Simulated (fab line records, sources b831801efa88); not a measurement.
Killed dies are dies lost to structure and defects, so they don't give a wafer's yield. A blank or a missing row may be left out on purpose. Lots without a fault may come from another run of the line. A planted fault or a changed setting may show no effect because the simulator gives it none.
Chamber matching | flow gf180mcu | GF_STI_ETCH_14 on rie_si-01: 4 sister chambers
The step etches Si in HBr/Cl2/O2, target depth 360 nm, time 102.9 s. 16 wafers are shown with their chamber, then 8 later ones without.

WAFERS WITH THEIR CHAMBER
wafer  | chamber | throttle_valve_pct (%) | oes_product_au (a.u.) | chamber_pressure_mTorr (mTorr)
L223.3 | 0       | 25.653                 | 0.998                 | 15.009
L223.5 | 3       | 25.646                 | 1.009                 | 15.019
L223.6 | 0       | 25.656                 | 0.998                 | 14.999
L224.1 | 2       | 25.656                 | 0.995                 | 14.989
L224.2 | 0       | 25.657                 | 0.998                 | 14.998
L224.3 | 3       | 25.648                 | 1.020                 | 15.011
L225.1 | 0       | 25.667                 | 0.992                 | 15.022
L225.2 | 3       | 25.628                 | 1.008                 | 15.003
L225.3 | 2       | 25.655                 | 0.992                 | 15.003
L228.3 | 2       | 25.668                 | 1.000                 | 14.984
L228.4 | 1       | 25.653                 | 1.011                 | 14.988
L228.6 | 1       | 25.655                 | 1.004                 | 15.004
L238.2 | 3       | 25.643                 | 1.006                 | 14.993
L238.3 | 0       | 25.657                 | 1.012                 | 14.991
L238.4 | 3       | 25.643                 | 1.011                 | 15.006
L241.2 | 0       | 25.663                 | 1.000                 | 15.023

SIGNATURES (means of the wafers above)
reading                | chamber 0 | chamber 1 | chamber 2 | chamber 3 | scatter within a chamber
throttle_valve_pct     | 25.65883  | 25.65400  | 25.65967  | 25.64160  | 0.00638
oes_product_au         | 0.99967   | 1.00750   | 0.99567   | 1.01080   | 0.00574
chamber_pressure_mTorr | 15.00700  | 14.99600  | 14.99200  | 15.00640  | 0.0115
Rule: a wafer's distance from a chamber is the root of the sum, over the readings, of the square of ((its reading less the chamber's mean) divided by the reading's scatter). The wafer belongs to the nearest chamber; if the next one is less than 2 further off, it can't be placed. The scatter: the root of (the sum of the squares of (reading less its chamber's mean) over the shown wafers, divided by (wafers less chambers)).

WAFERS WITHOUT THEIR CHAMBER
wafer  | throttle_valve_pct (%) | oes_product_au (a.u.) | chamber_pressure_mTorr (mTorr)
L241.4 | 25.664                 | 0.999                 | 15.020
L241.6 | 25.637                 | 1.013                 | 15.002
L243.1 | 25.654                 | 0.994                 | 15.007
L243.4 | 25.656                 | 1.000                 | 15.000
L243.6 | 25.667                 | 0.996                 | 15.002
L244.1 | 25.650                 | 1.007                 | 14.985
L244.3 | 25.642                 | 1.004                 | 14.966
L244.5 | 25.664                 | 1.006                 | 14.998

WHICH CHAMBER EACH WENT THROUGH
wafer  | from the rows above               | in truth
L241.4 | can't be placed: 0 or 2 or 1      | 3
L241.6 | can't be placed: 3 or 1           | 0
L243.1 | can't be placed: 0 or 2 or 1      | 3
L243.4 | can't be placed: 0 or 2 or 1      | 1
L243.6 | can't be placed: 2 or 0 or 1      | 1
L244.1 | can't be placed: 1 or 3 or 2 or 0 | 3
L244.3 | can't be placed: 1 or 3 or 2 or 0 | 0
L244.5 | can't be placed: 0 or 1 or 2      | 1
Placed correctly: 0 of 8. Can't be placed from these rows: 8 (the true chamber is among the candidates in 5). Placed wrongly: 0.
